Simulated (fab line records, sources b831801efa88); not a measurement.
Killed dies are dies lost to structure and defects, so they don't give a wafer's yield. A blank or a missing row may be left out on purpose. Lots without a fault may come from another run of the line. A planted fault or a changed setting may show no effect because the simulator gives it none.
fab line records | flow sfq_line
record lots=5 wafers=14 last_day=82
route steps=325 shown L0V@17 M0@28 I0@43 M1@58 M8@325
lots that met no fault: from a run of the same line without faults
start_h: hours from the record's first day to the start of the lot's first wafer shown | wait_h: hours since the lot's step before | " the same as in the row above | L1.1+2: a row that stands for several wafers | - no value, or no start given | * or withheld: withheld | < > ~ a bound
route shown NAME@n: a module of which the file shows steps, and the number in the route of the first | usual: mean/standard deviation of fault-free wafers | same: alike in all rows | chamber/n: place in a boat | sites: the reading at each site | _std_site: their standard deviation | _edge_site: outer sites' mean less inner sites' | radius_mm: how far each site lies from the wafer's centre | mask NAME#n: copy n | behind: the tool/chamber that last shaped the wafer | hold: why the lot was held/for how many hours/how that ended | device: the transistor (n, p or np) that didn't switch | end of line: the same wafers' tests at the end of the route | a step without rows: its recipe alone | killed: dies lost to structure and defects at the first sort, not the wafer's yield | map: a wafer's dies, x killed, . not, _ none there
set.NAME: the setting as run; set.NAME@STEP: as run at that earlier step | model.NAME: the simulator's own value behind a step, which no gauge read
lots at some steps of the route; a table a step, a row a wafer
services: from which hour (start_h, from the record's first day; less than 0 if before it) a tool's chamber was out of use, for how many hours, and why
## steps
# step SFQ_TRILAYER_L0_VIA_LITHO_COAT_018
# recipe resist=BARC spin_rpm=3000 resist_thk_nm=62
# step SFQ_TRILAYER_L0_VIA_LITHO_COAT_013
# recipe resist=KrF spin_rpm=3000 resist_thk_nm=650
# step SFQ_TRILAYER_L0_VIA_LITHO_SOFTBAKE_017
# recipe temp_c=withheld time_s=withheld resist=KrF
# step SFQ_TRILAYER_L0_VIA_LITHO_EXPOSE_014
# recipe mask_id=L0V na=0.6 source_shape=conventional sigma_outer=0.65 target_cd_nm=700 dose_mj=21.3
# step SFQ_TRILAYER_L0_VIA_LITHO_PEB_016
# recipe peb_temp_c=115 peb_time_s=60 resist=KrF
# step SFQ_TRILAYER_L0_VIA_LITHO_DEVELOP_015
# recipe time_s=60 resist=KrF
# step SFQ_L0V_OVL_MEAS_903
# usual L0V_OVL=1/6.3
# columns lot.wafer tool chamber start_h wait_h L0V_OVL[nm]
L794.1 overlay-01 - 171.43 0.1 -4
L794.4 " - " " -8
L794.5 " - " " -3
L795.1 overlay-02 - 177.43 0.1 -7
L795.2 " - " " -7
L795.4 " - " " -13
L801.3 overlay-01 - 225.34 0.1 -4
L801.5 " - " " -4
L810.2 overlay-02 - 289.82 0.1 -3
L810.3 " - " " 4
L810.4 " - " " -2
L812.2 overlay-02 - 304.69 0.1 4
L812.4 " - " " 3
L812.6 " - " " 1
# step SFQ_TRILAYER_L0_VIA_BARC_OPEN_VIA_ETCH_021
# recipe mask_material=PR chemistry=O2 target_depth_nm=125 target=BARC source_w=500 bias_w=80 pressure_mtorr=30 time_s=41.7
# usual bias_w=80.03/0.26 drypump_motor_current_A=5.8/0.35 oes_product_au=0.685/0.0047
# columns lot.wafer tool chamber start_h wait_h bias_w drypump_motor_current_A oes_product_au rf_hours_counter_h
L794.1 rie_diel-03 2 171.46 0.0 80.29 5.7 0.684 0
L794.4 " 1 " " 80.20 6.7 0.690 98
L794.5 " 3 " " 79.82 5.2 0.684 -
L795.1 rie_diel-03 0 177.46 0.0 79.81 5.3 0.685 132
L795.2 " 1 " " 79.62 6.8 0.683 98
L795.4 " 3 " " 80.36 5.2 0.690 85
L801.3 rie_diel-01 0 225.36 0.0 79.90 6.0 0.689 132
L801.5 " 0 " " 79.72 6.0 0.683 -
L810.2 rie_diel-01 2 289.85 0.0 80.19 6.0 0.686 128
L810.3 " 3 " " 79.81 5.9 0.680 22
L810.4 " 0 " " 79.70 6.0 0.688 133
L812.2 rie_diel-04 0 304.72 0.0 80.26 5.1 0.687 45
L812.4 " 1 " " 79.99 6.0 0.685 6
L812.6 " 2 " " 80.11 6.0 0.688 -
# step SFQ_TRILAYER_L0_VIA_ETCH_VIA_ETCH_016
# recipe target=SiO2 stop_on=MoNx_KI mask_material=PR chemistry=CHF3 target_depth_nm=80 source_w=500 bias_w=80 pressure_mtorr=30 time_s=withheld
# step SFQ_TRILAYER_L0_VIA_STRIP_STRIP_017
# recipe gas=O2 power_w=200 platen_temp_c=40 overash_fraction=0.65 chemistry=O2 pressure_mtorr=50
# usual drypump_motor_current_A=5.6/0.37 oes_product_au=0.993/0.015
# same overash_fraction=0.65
# columns lot.wafer tool chamber start_h wait_h drypump_motor_current_A oes_product_au rf_hours_counter_h
L794.1 rie_metal-02 0 171.55 - 5.6 0.998 198
L794.4 " 0 " " 5.6 1.002 -
L794.5 " 0 " " 5.7 1.002 -
L795.1 rie_metal-01 1 177.55 - 6.1 0.978 155
L795.2 " 0 " " 5.3 0.969 83
L795.4 " 0 " " 5.3 0.962 -
L801.3 rie_metal-01 0 225.65 - 5.3 0.979 -
L801.5 " 1 " " 6.1 0.991 -
L810.2 rie_metal-02 1 289.93 - 5.9 0.987 35
L810.3 " 1 " " 5.9 0.990 -
L810.4 " 0 " " 5.7 0.983 -
L812.2 rie_metal-02 0 304.81 - 5.7 0.978 22
L812.4 " 1 " " 5.9 0.989 -
L812.6 " 1 " " 5.9 0.995 -
# step SFQ_TRILAYER_L0_VIA_STRIP_SOLV_CLEAN_018
# recipe chemistry=NMP temp_c=70 time_s=600
# step SFQ_TRILAYER_M0_DEP_PRE_CLEAN_020
# recipe gas=Ar time_s=15 bias_v=250
# step SFQ_TRILAYER_M0_DEP_SPUTTER_019
# recipe material=Nb base_pressure_pa=1.33e-06 chamber_pressure_pa=0.1333 substrate_temp_c=20 resputter_cathode_voltage_v=400 target_thk_nm=200 power_w=2000 time_s=133.3
# usual cathode_dc_power_W=2000.0/0.36 throttle_valve_pct=30.0/1.3
# columns lot.wafer tool chamber start_h wait_h cathode_dc_power_W throttle_valve_pct model.Nb_of_TRILAYER_M0_DEP_SPUTTER_019.thk_nm
L794.1 pvd_sputter-03 - 172.35 0.0 1999.9 28.7 202.3
L794.4 " - " " 2000.0 29.9 203.7
L794.5 " - " " 1999.7 28.6 201.4
L795.1 pvd_sputter-05 - 178.35 0.0 1999.8 30.9 206.2
L795.2 " - " " 1999.4 30.5 204.6
L795.4 " - " " 1999.6 32.1 204.9
L801.3 pvd_sputter-03 - 226.25 0.0 2000.5 30.1 196.2
L801.5 " - " " 2000.3 31.5 200
L810.2 pvd_sputter-05 - 290.73 0.0 1999.7 31.8 201.7
L810.3 " - " " 1999.9 30.9 204.2
L810.4 " - " " 2000.2 30.2 199.6
L812.2 pvd_sputter-03 - 305.61 0.0 2000.0 29.9 198.3
L812.4 " - " " 1999.6 28.7 197.8
L812.6 " - " " 2000.2 29.9 198.2
# step SFQ_M0_RS_MEAS_904
# recipe thk_meas_gauge=four-point-probe reads=Nb_of_TRILAYER_M0_DEP_SPUTTER_019
# usual M0_NB_RS=0.891/0.012
# columns lot.wafer tool chamber start_h wait_h M0_NB_RS[ohm/sq]
L794.1 film_metro-03 - 172.44 0.0 0.881
L794.4 " - " " 0.875
L794.5 " - " " 0.884
L795.1 film_metro-01 - 178.44 0.0 0.863
L795.2 " - " " 0.869
L795.4 " - " " 0.869
L801.3 film_metro-03 - 226.38 0.1 0.908
L801.5 " - " " 0.890
L810.2 film_metro-03 - 290.85 0.1 0.884
L810.3 " - " " 0.873
L810.4 " - " " 0.892
L812.2 film_metro-03 - 305.72 0.1 0.897
L812.4 " - " " 0.902
L812.6 " - " " 0.899
# step SFQ_TRILAYER_M0_LITHO_COAT_026
# recipe resist=BARC spin_rpm=3000 resist_thk_nm=62
# step SFQ_TRILAYER_M0_LITHO_COAT_021
# recipe resist=KrF spin_rpm=3000 resist_thk_nm=600
# step SFQ_TRILAYER_M0_LITHO_SOFTBAKE_025
# recipe temp_c=withheld time_s=withheld resist=KrF
# step SFQ_TRILAYER_M0_LITHO_EXPOSE_022
# recipe mask_id=M0 na=0.6 source_shape=conventional sigma_outer=0.65 target_cd_nm=500 dose_mj=14.4
# step SFQ_TRILAYER_M0_LITHO_PEB_024
# recipe peb_temp_c=115 peb_time_s=60 resist=KrF
# step SFQ_TRILAYER_M0_LITHO_DEVELOP_023
# recipe time_s=60 resist=KrF
# step SFQ_M0_OVL_MEAS_906
# usual M0_OVL=-6/6.9
# columns lot.wafer tool chamber start_h wait_h M0_OVL[nm]
L794.1 overlay-01 - 271.14 0.1 -13
L794.4 " - " " -22
L794.5 " - " " -13
L795.1 overlay-02 - 280.87 0.1 -8
L795.2 " - " " -7
L795.4 " - " " -4
L801.3 overlay-02 - 323.41 0.1 0
L801.5 " - " " 0
L810.2 overlay-01 - 420.01 0.1 -2
L810.3 " - " " -11
L810.4 " - " " -7
L812.2 overlay-02 - 439.21 0.1 -14
L812.4 " - " " -9
L812.6 " - " " -11
# step SFQ_TRILAYER_M0_BARC_OPEN_METAL_ETCH_031
# recipe mask_material=PR chemistry=O2 target_depth_nm=125 target=BARC icp_w=600 bias_w=80 pressure_mtorr=10 time_s=41.7
# step SFQ_TRILAYER_M0_ETCH_METAL_ETCH_024
# recipe target=Nb stop_on=SiO2 mask_material=PR chemistry=Cl2/Ar target_depth_nm=240 icp_w=600 bias_w=80 pressure_mtorr=10 time_s=120
# usual bias_w=80.02/0.23 drypump_motor_current_A=5.55/0.28 oes_product_au=0.894/0.0087
# columns lot.wafer tool chamber start_h wait_h bias_w drypump_motor_current_A oes_product_au rf_hours_counter_h model.M0.feature_depth_nm model.etch.depth_nm
L794.1 rie_metal-04 0 271.24 0.0 80.10 5.50 0.902 14 202.3 202.3
L794.4 " 1 " " 79.91 5.18 0.908 - 203.7 203.7
L794.5 " 1 " " 80.17 5.19 0.906 - 201.4 201.4
L795.1 rie_metal-02 0 280.96 0.0 79.89 5.64 0.925 18 206.2 206.2
L795.2 " 1 " " 80.25 5.90 0.908 33 204.6 204.6
L795.4 " 1 " " 80.10 5.90 0.904 - 204.9 204.9
L801.3 rie_metal-02 1 323.53 0.1 80.11 5.89 0.878 - 196.2 196.2
L801.5 " 0 " " 80.09 5.64 0.893 - 200 200
L810.2 rie_metal-02 1 420.10 0.0 79.88 5.89 0.895 51 201.7 201.7
L810.3 " 1 " " 79.88 5.88 0.914 - 204.2 204.2
L810.4 " 0 " " 80.16 5.64 0.889 - 199.6 199.6
L812.2 rie_metal-02 0 439.30 0.0 79.68 5.64 0.886 39 198.3 198.3
L812.4 " 0 " " 79.67 5.63 0.888 - 197.8 197.8
L812.6 " 0 " " 79.72 5.65 0.892 - 198.2 198.2
# step SFQ_TRILAYER_M0_STRIP_STRIP_025
# recipe gas=O2 power_w=200 platen_temp_c=40 overash_fraction=0.65 chemistry=O2 pressure_mtorr=50
# step SFQ_TRILAYER_M0_STRIP_SOLV_CLEAN_026
# recipe chemistry=NMP temp_c=70 time_s=600
# step SFQ_TRILAYER_I0_DEP_PECVD_027
# recipe material=SiO2 temp_c=150 time_s=111.11 pressure_torr=2.4 rf_w=183.3 precursor=SiH4/N2O target_thk_nm=500
# usual heater_power_w=85/16 throttle_valve_pct=24.2/1.3
# columns lot.wafer tool chamber start_h wait_h heater_power_w since_wet_clean_h throttle_valve_pct
L794.1 pecvd-02 1 272.14 0.0 79 817 22.1
L794.4 " 2 " " 75 - 25.1
L794.5 " 1 " " 84 - 22.6
L795.1 pecvd-01 2 281.86 0.0 79 1196 25.3
L795.2 " 1 " " 126 1196 25.4
L795.4 " 1 " " 104 - 25.9
L801.3 pecvd-03 2 324.39 0.0 71 116 22.2
L801.5 " 0 " " 108 - 23.1
L810.2 pecvd-03 2 421.00 0.0 77 213 22.6
L810.3 " 1 " " 75 213 24.7
L810.4 " 0 " " 110 - 23.3
L812.2 pecvd-03 0 440.20 0.0 107 232 23.6
L812.4 " 0 " " 108 - 23.6
L812.6 " 2 " " 79 - 22.4
# step SFQ_TRILAYER_I0_CMP_CMP_028
# recipe material=SiO2 down_force_psi=3 platen_rpm=60 pad_velocity_m_s=0.94248
# usual motor_current_A=9.3/0.79 time_to_endpoint_s=213/9.2
# columns lot.wafer tool chamber start_h wait_h motor_current_A time_to_endpoint_s
L794.4 cmp-02 2 273.22 1.0 8.4 218
L794.1 " 3 " " 9.3 207
L794.5 " 0 " " 8.6 214
L795.2 cmp-02 0 281.94 0.0 8.8 213
L795.4 " 1 " " 10.4 217
L795.1 " 2 " " 7.9 208
L801.3 cmp-01 3 325.97 1.5 10.9 220
L801.5 " 1 326.97 2.5 8.8 217
L810.4 cmp-02 3 422.20 1.1 9.4 203
L810.2 " 0 " " 8.8 214
L810.3 " 1 " " 10.1 201
L812.4 cmp-02 2 440.28 0.0 8.4 214
L812.2 " 3 " " 10.1 206
L812.6 " 2 442.43 2.2 7.9 213
# step SFQ_I0_BOW_MEAS_907
# recipe mode=bow
# usual I0_BOW=1/7.2
# columns lot.wafer tool chamber start_h wait_h I0_BOW[um]
L794.1 film_metro-04 - 275.22 1.0 2
L794.4 " - " " 1
L794.5 " - " " -11
L795.1 film_metro-04 - 284.94 1.5 -6
L795.2 " - " " 1
L795.4 " - " " -3
L801.3 film_metro-01 - 327.51 1.0 -3
L801.5 " - " " -2
L810.2 film_metro-03 - 424.72 1.5 7
L810.3 " - " " 0
L810.4 " - " " 17
L812.2 film_metro-01 - 443.53 2.2 0
L812.4 " - " " -3
L812.6 " - " " 7
# step SFQ_TRILAYER_I0_METRO_MEASURE_029
# step SFQ_TRILAYER_I0_VIA_LITHO_COAT_036
# recipe resist=BARC spin_rpm=3000 resist_thk_nm=62
# step SFQ_TRILAYER_I0_VIA_LITHO_COAT_031
# recipe resist=KrF spin_rpm=3000 resist_thk_nm=650
# step SFQ_TRILAYER_I0_VIA_LITHO_SOFTBAKE_035
# recipe temp_c=withheld time_s=withheld resist=KrF
# step SFQ_TRILAYER_I0_VIA_LITHO_EXPOSE_032
# recipe mask_id=I0 na=0.6 source_shape=conventional sigma_outer=0.65 target_cd_nm=500 dose_mj=21.3
# step SFQ_TRILAYER_I0_VIA_LITHO_PEB_034
# recipe peb_temp_c=115 peb_time_s=60 resist=KrF
# step SFQ_TRILAYER_I0_VIA_LITHO_DEVELOP_033
# recipe time_s=60 resist=KrF
# step SFQ_I0_OVL_MEAS_908
# usual I0_OVL=-1/4.4
# columns lot.wafer tool chamber start_h wait_h I0_OVL[nm]
L794.1 overlay-01 - 399.37 0.1 -6
L794.4 " - " " -4
L794.5 " - " " -2
L795.1 overlay-01 - 413.77 0.1 -3
L795.2 " - " " -5
L795.4 " - " " -9
L801.3 overlay-01 - 469.34 0.1 5
L801.5 " - " " 7
L810.2 overlay-02 - 579.34 0.1 -1
L810.3 " - " " -4
L810.4 " - " " 4
L812.2 overlay-02 - 601.06 0.1 -4
L812.4 " - " " 1
L812.6 " - " " 0
# step SFQ_TRILAYER_I0_VIA_BARC_OPEN_VIA_ETCH_046
# recipe mask_material=PR chemistry=O2 target_depth_nm=125 target=BARC source_w=500 bias_w=80 pressure_mtorr=30 time_s=41.7
# usual bias_w=80.00/0.26 drypump_motor_current_A=5.6/0.45 oes_product_au=0.686/0.0046
# columns lot.wafer tool chamber start_h wait_h bias_w drypump_motor_current_A oes_product_au rf_hours_counter_h
L794.1 rie_diel-04 0 399.41 0.0 80.02 5.2 0.683 47
L794.4 " 2 " " 80.39 6.1 0.687 32
L794.5 " 0 " " 80.43 5.2 0.676 -
L795.1 rie_diel-03 1 413.81 0.0 79.76 6.7 0.685 102
L795.2 " 0 " " 79.83 5.3 0.685 1
L795.4 " 3 " " 79.64 5.2 0.687 88
L801.3 rie_diel-02 3 469.37 0.0 80.26 6.0 0.684 13
L801.5 " 0 " " 79.99 5.7 0.683 -
L810.2 rie_diel-04 3 579.37 0.0 79.46 5.6 0.690 2
L810.3 " 0 " " 80.10 5.1 0.691 49
L810.4 " 1 " " 80.39 6.0 0.682 10
L812.2 rie_diel-02 0 601.09 0.0 80.30 5.7 0.690 5
L812.4 " 3 " " 79.61 6.0 0.690 15
L812.6 " 0 " " 79.60 5.7 0.693 -
# step SFQ_TRILAYER_I0_VIA_ETCH_VIA_ETCH_034
# recipe target=SiO2 stop_on=Nb mask_material=PR taper_deg=20 chemistry=CHF3 target_depth_nm=260 source_w=500 bias_w=80 pressure_mtorr=30 time_s=withheld
# step SFQ_TRILAYER_I0_VIA_STRIP_STRIP_035
# recipe gas=O2 power_w=200 platen_temp_c=40 overash_fraction=0.65 chemistry=O2 pressure_mtorr=50
# step SFQ_TRILAYER_I0_VIA_STRIP_SOLV_CLEAN_036
# recipe chemistry=NMP temp_c=70 time_s=600
# step SFQ_TRILAYER_M1_DEP_PRE_CLEAN_038
# recipe gas=Ar time_s=22.5 bias_v=250
# step SFQ_M8_BOW_MEAS_951
# recipe mode=bow
# usual M8_BOW=10/13
# columns lot.wafer tool chamber start_h wait_h M8_BOW[um] model.etest.m0.ohm_um model.etest.m0.ohm_sq model.etest.i0.link_ohm
L794.1 film_metro-04 - 1663.79 0.0 4 1.76 0.8802 1.964
L794.4 " - " " 3 1.75 0.8743 1.988
L794.5 " - " " -8 1.77 0.8844 1.976
L795.1 film_metro-03 - 1839.31 0.0 18 1.721 0.8635 1.946
L795.2 " - " " 26 1.735 0.8704 1.941
L795.4 " - " " 20 1.737 0.8689 1.959
L801.3 film_metro-01 - 1881.70 0.0 8 1.81 0.9076 1.982
L801.5 " - " " 9 1.784 0.8903 1.965
L810.2 film_metro-04 - 1934.18 0.0 25 1.772 0.8831 1.968
L810.3 " - " " 18 1.743 0.872 1.958
L810.4 " - " " 34 1.796 0.892 1.979
L812.2 film_metro-01 - 1977.18 0.0 6 1.794 0.8981 1.975
L812.4 " - " " 3 1.802 0.9002 1.986
L812.6 " - " " 14 1.796 0.8984 1.973
## services
# columns tool chamber start_h hours kind
cmp-02 - 160.47 0.5 repair
rie_diel-04 0 161.52 20.5 repair
rie_diel-04 1 210.80 6.2 repair
rie_diel-04 0 213.55 3.0 repair
rie_metal-02 1 214.58 39.9 repair
rie_diel-04 0 245.86 4.0 repair
rie_diel-03 0 246.31 6.7 repair
rie_diel-04 0 277.95 7.9 repair
rie_diel-04 2 279.06 1.4 repair
rie_diel-03 2 307.62 3.7 repair
rie_diel-04 0 318.25 11.6 repair
rie_diel-04 - 322.06 2.3 repair
cmp-02 - 342.12 5.2 pm
rie_metal-02 - 367.07 14.6 pm
rie_diel-04 1 391.77 4.7 repair
cmp-02 - 394.68 1.3 repair
cmp-02 - 407.06 4.0 pm
rie_diel-03 0 457.95 1.5 repair
cmp-02 - 474.58 0.4 repair
rie_diel-04 - 521.05 1.1 repair
rie_diel-03 3 521.23 4.4 repair
cmp-02 - 521.63 2.2 repair
rie_metal-02 - 526.85 2.8 pm
rie_metal-02 - 578.29 0.3 repair
## key
first_sign none at tools or gauges
model_effect step=SFQ_TRILAYER_M0_DEP_SPUTTER_019 value=Nb_of_TRILAYER_M0_DEP_SPUTTER_019.thk_nm without=203.6 struck=196.2
model_effect step=SFQ_TRILAYER_M0_ETCH_METAL_ETCH_024 value=M0.feature_depth_nm without=203.6 struck=196.2
model_effect step=SFQ_M8_BOW_MEAS_951 value=etest.m0.ohm_um without=1.745 struck=1.81
met_at SFQ_TRILAYER_M0_DEP_SPUTTER_019
struck_wafers L801.3
onset_between 172.35 226.25
fault kind=process_parameter_drift tool=pvd_sputter-03 chamber=- onset_h=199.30 steps=SFQ_TRILAYER_M0_DEP_SPUTTER_019 channel=target_thk_nm offset=-7.3692 shape=step end_h=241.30 scope=struck_wafers_only acts_in=these_recipes_only stated=200
